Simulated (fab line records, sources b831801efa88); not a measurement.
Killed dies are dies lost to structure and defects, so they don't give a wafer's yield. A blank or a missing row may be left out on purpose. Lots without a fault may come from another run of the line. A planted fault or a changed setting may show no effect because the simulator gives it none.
fab line records | flow gf180mcu
record lots=12 wafers=36 last_day=33
route steps=602 shown STI@4 HV_LDD@195 M2@366 V2@384
lots that met no fault: from a run of the same line without faults
start_h: hours from the record's first day to the start of the lot's first wafer shown | wait_h: hours since the lot's step before | " the same as in the row above | L1.1+2: a row that stands for several wafers | - no value, or no start given | * or withheld: withheld | < > ~ a bound
route shown NAME@n: a module of which the file shows steps, and the number in the route of the first | usual: mean/standard deviation of fault-free wafers | same: alike in all rows | chamber/n: place in a boat | sites: the reading at each site | _std_site: their standard deviation | _edge_site: outer sites' mean less inner sites' | radius_mm: how far each site lies from the wafer's centre | mask NAME#n: copy n | behind: the tool/chamber that last shaped the wafer | hold: why the lot was held/for how many hours/how that ended | device: the transistor (n, p or np) that didn't switch | end of line: the same wafers' tests at the end of the route | a step without rows: its recipe alone | killed: dies lost to structure and defects at the first sort, not the wafer's yield | map: a wafer's dies, x killed, . not, _ none there
set.NAME: the setting as run; set.NAME@STEP: as run at that earlier step | model.NAME: the simulator's own value behind a step, which no gauge read
steps of the route over a sample of lots; a table a step, a row a wafer
services: from which hour (start_h, from the record's first day; less than 0 if before it) a tool's chamber was out of use, for how many hours, and why
## steps
# step GF_STI_CVD_03
# recipe material=Si3N4 precursor=DCS/NH3 target_thk_nm=207.16 temp_c=770 time_s=3551 pressure_mtorr=250
# usual zone_power_top_pct=24.1/1.9
# columns lot.wafer tool chamber start_h wait_h zone_power_top_pct
L392.1 lpcvd-02 0 14.33 0.1 26.6
L392.2 " 0 " " 26.6
L392.3 " 0 " " 26.2
L394.2 lpcvd-02 1 24.16 0.0 22.7
L394.5 " 1 " " 22.3
L394.6 " 1 " " 22.7
L396.2 lpcvd-02 1 31.57 0.0 22.8
L396.4 " 1 " " 22.5
L396.6 " 1 " " 22.4
L397.2 lpcvd-02 0 39.81 0.0 26.8
L397.3 " 0 " " 26.6
L397.4 " 0 " " 26.8
L398.2 lpcvd-01 0 43.89 0.0 24.3
L398.5 " 0 " " 24.4
L398.6 " 0 " " 24.7
L399.2 lpcvd-01 0 53.55 0.0 24.4
L399.5 " 0 " " 24.5
L399.6 " 0 " " 24.6
L400.1 lpcvd-01 0 53.55 0.1 24.6
L400.2 " 0 " " 24.9
L400.3 " 0 " " 24.3
L401.1 lpcvd-01 0 58.00 0.1 24.5
L401.2 " 0 " " 24.4
L401.4 " 0 " " 24.6
L402.2 lpcvd-01 1 61.92 0.0 22.2
L402.3 " 1 " " 21.7
L402.4 " 1 " " 22.5
L411.1 lpcvd-01 0 107.92 1.4 24.6
L411.4 " 0 " " 24.3
L411.5 " 0 " " 24.3
L412.1 lpcvd-01 0 111.57 0.1 24.4
L412.2 " 0 " " 24.4
L412.6 " 0 " " 24.3
L414.1 lpcvd-02 1 122.30 0.1 22.6
L414.2 " 1 " " 22.2
L414.4 " 1 " " 22.6
# step GF_STI_THK_MEAS_04
# recipe reads=Si3N4_of_STI_CVD_03
# usual STI_CVD_03_THK=207.0/1.8
# columns lot.wafer tool chamber start_h wait_h STI_CVD_03_THK[nm]
L392.1 film_metro-03 - 16.32 0.0 202.6
L392.2 " - " " 204.1
L392.3 " - " " 204.1
L394.2 film_metro-03 - 26.15 0.0 212.3
L394.5 " - " " 211.2
L394.6 " - " " 209.5
L396.2 film_metro-04 - 33.57 0.0 207.0
L396.4 " - " " 206.1
L396.6 " - " " 206.7
L397.2 film_metro-01 - 41.81 0.0 206.4
L397.3 " - " " 208.1
L397.4 " - " " 207.5
L398.2 film_metro-04 - 45.89 0.0 204.0
L398.5 " - " " 206.0
L398.6 " - " " 207.1
L400.1 film_metro-01 - 55.54 0.0 208.5
L400.2 " - " " 208.4
L400.3 " - " " 208.5
L399.2 film_metro-04 - 55.55 0.0 205.6
L399.5 " - " " 204.3
L399.6 " - " " 204.0
L401.1 film_metro-03 - 60.03 0.0 207.8
L401.2 " - " " 207.0
L401.4 " - " " 206.3
L402.2 film_metro-04 - 63.91 0.0 208.6
L402.3 " - " " 209.5
L402.4 " - " " 209.0
L411.1 film_metro-04 - 110.90 0.0 256.8
L411.4 " - " " 256.6
L411.5 " - " " 256.9
L412.1 film_metro-03 - 114.55 0.0 255.8
L412.2 " - " " 254.0
L412.6 " - " " 255.8
L414.1 film_metro-04 - 125.28 0.0 208.5
L414.2 " - " " 206.9
L414.4 " - " " 208.5
# step GF_STI_ETCH_13
# recipe chemistry=CHF3/O2 stop_on=Si over_etch_frac=0.3 target_depth_a=2823.1 source_w=600 bias_w=200 pressure_mtorr=40 chf3_flow_sccm=50 O2_flow_sccm=5 time_s=112.9
# usual drypump_motor_current_A=5.5/0.48 oes_product_au=0.832/0.0057 throttle_valve_pct=8.809/0.0094
# columns lot.wafer tool chamber start_h wait_h drypump_motor_current_A oes_product_au rf_hours_counter_h throttle_valve_pct
L392.1 rie_diel-02 1 28.15 0.1 6.3 0.827 7 8.829
L392.2 " 3 " " 5.4 0.825 86 8.802
L392.3 " 0 " " 5.4 0.823 21 8.793
L394.2 rie_diel-02 2 38.42 0.1 5.5 0.855 31 8.810
L394.5 " 3 " " 5.4 0.835 - 8.809
L394.6 " 2 " " 5.5 0.835 - 8.803
L396.2 rie_diel-04 3 45.57 0.1 5.4 0.828 49 8.807
L396.4 " 1 " " 5.1 0.831 2 8.805
L396.6 " 3 " " 5.4 0.826 - 8.814
L397.2 rie_diel-04 2 54.02 0.1 5.3 0.830 73 8.792
L397.3 " 3 " " 5.4 0.836 49 8.810
L397.4 " 1 " " 5.0 0.833 2 8.818
L398.2 rie_diel-01 0 57.67 0.1 5.3 0.830 67 8.790
L398.5 " 2 " " 6.3 0.832 - 8.813
L398.6 " 0 " " 5.3 0.824 - 8.802
L399.2 rie_diel-01 0 67.87 0.1 5.3 0.827 67 8.798
L399.5 " 0 " " 5.3 0.821 - 8.794
L399.6 " 3 " " 5.1 0.827 - 8.821
L400.1 rie_diel-04 0 68.22 0.1 6.4 0.833 142 8.806
L400.2 " 2 " " 5.2 0.839 73 8.827
L400.3 " 1 " " 5.0 0.831 2 8.813
L401.1 rie_diel-02 3 73.40 0.1 5.4 0.834 87 8.805
L401.2 " 0 " " 5.5 0.831 22 8.822
L401.4 " 2 " " 5.5 0.826 32 8.803
L402.2 rie_diel-04 3 77.07 0.1 5.4 0.835 50 8.826
L402.3 " 0 " " 6.4 0.835 142 8.800
L402.4 " 1 " " 5.0 0.834 3 8.815
L411.1 rie_diel-01 0 125.36 0.1 5.3 0.940 69 8.844
L411.4 " 2 " " 6.3 0.931 9 8.829
L411.5 " 3 " " 5.1 0.933 - 8.842
L412.1 rie_diel-01 0 128.75 0.1 5.3 0.938 69 8.820
L412.2 " 3 " " 5.0 0.931 6 8.840
L412.6 " 3 " " 5.0 0.941 - 8.836
L414.1 rie_diel-01 1 141.16 0.1 5.3 0.835 2 8.806
L414.2 " 0 " " 5.3 0.834 69 8.797
L414.4 " 3 " " 5.1 0.828 6 8.801
# step GF_HV_LDD_CD_MEAS_19
# recipe target_cd_nm=400
# usual cd_nm=399.0/2
# columns lot.wafer tool chamber start_h wait_h cd_nm
L392.1 cd_sem-01 - 235.77 0.1 399.3
L392.2 " - " " 397.7
L392.3 " - " " 397.2
L394.2 cd_sem-01 - 261.98 0.1 400.9
L394.5 " - " " 399.6
L394.6 " - " " 397.6
L396.2 cd_sem-01 - 274.33 0.1 399.7
L396.4 " - " " 397.9
L396.6 " - " " 399.6
L397.2 cd_sem-01 - 276.40 0.2 398.1
L397.3 " - " " 398.3
L397.4 " - " " 401.9
L398.2 cd_sem-02 - 283.83 0.1 399.9
L398.5 " - " " 398.0
L398.6 " - " " 398.4
L399.2 cd_sem-02 - 293.73 0.1 402.6
L399.5 " - " " 400.1
L399.6 " - " " 399.4
L400.1 cd_sem-01 - 294.84 0.1 400.4
L400.2 " - " " 400.1
L400.3 " - " " 400.5
L401.1 cd_sem-02 - 296.46 0.1 399.6
L401.2 " - " " 396.8
L401.4 " - " " 398.9
L402.2 cd_sem-01 - 299.96 0.1 395.6
L402.3 " - " " 396.5
L402.4 " - " " 398.3
L411.1 cd_sem-02 - 372.14 0.1 397.4
L411.4 " - " " 396.6
L411.5 " - " " 397.7
L412.1 cd_sem-01 - 382.12 0.1 398.0
L412.2 " - " " 398.1
L412.6 " - " " 397.5
L414.1 cd_sem-02 - 389.57 0.1 400.7
L414.2 " - " " 400.6
L414.4 " - " " 398.5
# step GF_M2_SPUTTER_04
# recipe material=TiN target_thk_nm=50 power_w=6500 time_s=41.7 chamber_pressure_pa=0.4
# usual throttle_valve_pct=30.3/0.95
# columns lot.wafer tool chamber start_h wait_h throttle_valve_pct
L392.1 pvd_sputter-03 - 396.11 0.0 31.5
L392.2 " - " " 30.1
L392.3 " - " " 31.0
L394.2 pvd_sputter-02 - 432.51 0.0 28.0
L394.5 " - " " 27.9
L394.6 " - " " 30.0
L396.2 pvd_sputter-04 - 443.36 0.0 30.1
L396.4 " - " " 28.7
L396.6 " - " " 30.8
L397.2 pvd_sputter-03 - 450.98 0.0 31.3
L397.3 " - " " 31.4
L397.4 " - " " 30.0
L398.2 pvd_sputter-04 - 456.29 0.0 30.7
L398.5 " - " " 31.0
L398.6 " - " " 29.9
L399.2 pvd_sputter-03 - 473.85 0.0 30.0
L399.5 " - " " 30.2
L399.6 " - " " 30.7
L400.1 pvd_sputter-02 - 478.63 0.0 28.2
L400.2 " - " " 31.1
L400.3 " - " " 30.4
L401.1 pvd_sputter-04 - 479.69 0.0 30.6
L401.2 " - " " 31.0
L401.4 " - " " 28.8
L402.2 pvd_sputter-02 - 482.63 0.0 28.3
L402.3 " - " " 30.7
L402.4 " - " " 28.2
L411.1 pvd_sputter-03 - 566.37 0.0 31.2
L411.4 " - " " 31.5
L411.5 " - " " 31.6
L412.1 pvd_sputter-03 - 581.30 0.0 31.1
L412.2 " - " " 30.1
L412.6 " - " " 30.0
L414.1 pvd_sputter-02 - 586.60 0.0 29.5
L414.2 " - " " 30.4
L414.4 " - " " 31.0
# step GF_V2_CVD_02
# recipe material=SiO2 target_thk_nm=850 precursor=TEOS temp_c=400 time_s=94.851 rf_w=600
# usual heater_power_w=685/110
# columns lot.wafer tool chamber start_h wait_h heater_power_w since_wet_clean_h
L392.1 pecvd-04 1 420.44 0.1 694 662
L392.2 " 0 " " 515 662
L392.3 " 2 " " 753 662
L394.2 pecvd-03 1 456.25 0.0 659 73
L394.5 " 1 " " 706 -
L394.6 " 2 " " 599 -
L396.2 pecvd-04 0 465.52 0.0 588 707
L396.4 " 1 " " 584 -
L396.6 " 0 " " 448 -
L397.2 pecvd-04 0 473.37 0.0 469 715
L397.3 " 2 " " 783 715
L397.4 " 0 " " 519 -
L398.2 pecvd-03 1 481.06 0.0 711 98
L398.5 " 0 " " 845 -
L398.6 " 2 " " 728 -
L399.2 pecvd-02 2 499.34 0.0 621 533
L399.5 " 2 " " 659 -
L399.6 " 1 " " 892 -
L400.1 pecvd-03 0 504.32 0.1 736 121
L400.2 " 1 " " 699 121
L400.3 " 2 " " 743 121
L401.1 pecvd-04 2 505.45 0.1 678 747
L401.2 " 0 " " 575 747
L401.4 " 1 " " 712 -
L402.2 pecvd-04 2 508.04 0.0 704 750
L402.3 " 1 " " 700 750
L402.4 " 1 " " 752 -
L411.1 pecvd-04 2 589.38 0.1 796 831
L411.4 " 0 " " 449 -
L411.5 " 2 " " 645 -
L412.1 pecvd-03 1 603.58 0.1 660 221
L412.2 " 2 " " 667 221
L412.6 " 0 " " 778 -
L414.1 pecvd-04 1 609.46 0.1 528 4
L414.2 " 0 " " 469 4
L414.4 " 2 " " 835 -
## services
# columns tool chamber start_h hours kind
rie_diel-01 1 3.45 1.9 repair
pvd_sputter-03 - 20.35 2.7 repair
pecvd-04 1 24.37 7.6 repair
rie_diel-01 - 41.54 14.6 pm
pecvd-04 - 56.51 1.1 repair
rie_diel-01 3 78.14 2.7 repair
pvd_sputter-03 - 97.80 0.5 repair
rie_diel-01 0 150.39 8.2 repair
rie_diel-01 2 153.58 6.5 repair
lpcvd-02 - 154.87 1.3 repair
rie_diel-01 1 253.17 9.4 repair
pecvd-04 - 266.69 2.8 pm
pecvd-04 - 278.46 0.5 repair
lpcvd-02 - 281.50 14.6 pm
rie_diel-01 1 281.68 7.1 repair
rie_diel-01 1 339.12 6.6 repair
rie_diel-01 2 394.85 3.2 repair
pecvd-04 2 395.01 9.3 repair
pvd_sputter-03 - 400.50 1.3 repair
pecvd-04 - 404.54 1.3 repair
lpcvd-01 - 442.87 2.8 pm
lpcvd-01 - 500.54 2.7 repair
pecvd-04 - 547.49 0.6 repair
pecvd-04 - 591.12 14.0 pm
## key
first_sign step=GF_STI_THK_MEAS_04 reading=STI_CVD_03_THK direction=up sigmas=27 usual=207.0 struck=256.0
effect step=GF_STI_ETCH_13 reading=oes_product_au direction=up sigmas=18 usual=0.832 struck=0.936
met_at GF_STI_CVD_03
struck_lots L411,L412
tester_left_out L411,L412
not_acting_at GF_HV_LDD_CD_MEAS_19,GF_M2_SPUTTER_04,GF_V2_CVD_02
onset_between 61.92 107.92
fault kind=process_parameter_drift tool=lpcvd-01 chamber=- onset_h=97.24 steps=GF_STI_CVD_03 channel=time_s offset=* shape=step end_h=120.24 acts_in=* stated=*
# tester_left_out: of these lots the tester's yield and bins aren't shown, on N5 and GAA mostly nor the transistor test; their killed dies are dies lost to structure and defects alone, not to doping, threshold or leakage, so they don't give the yield
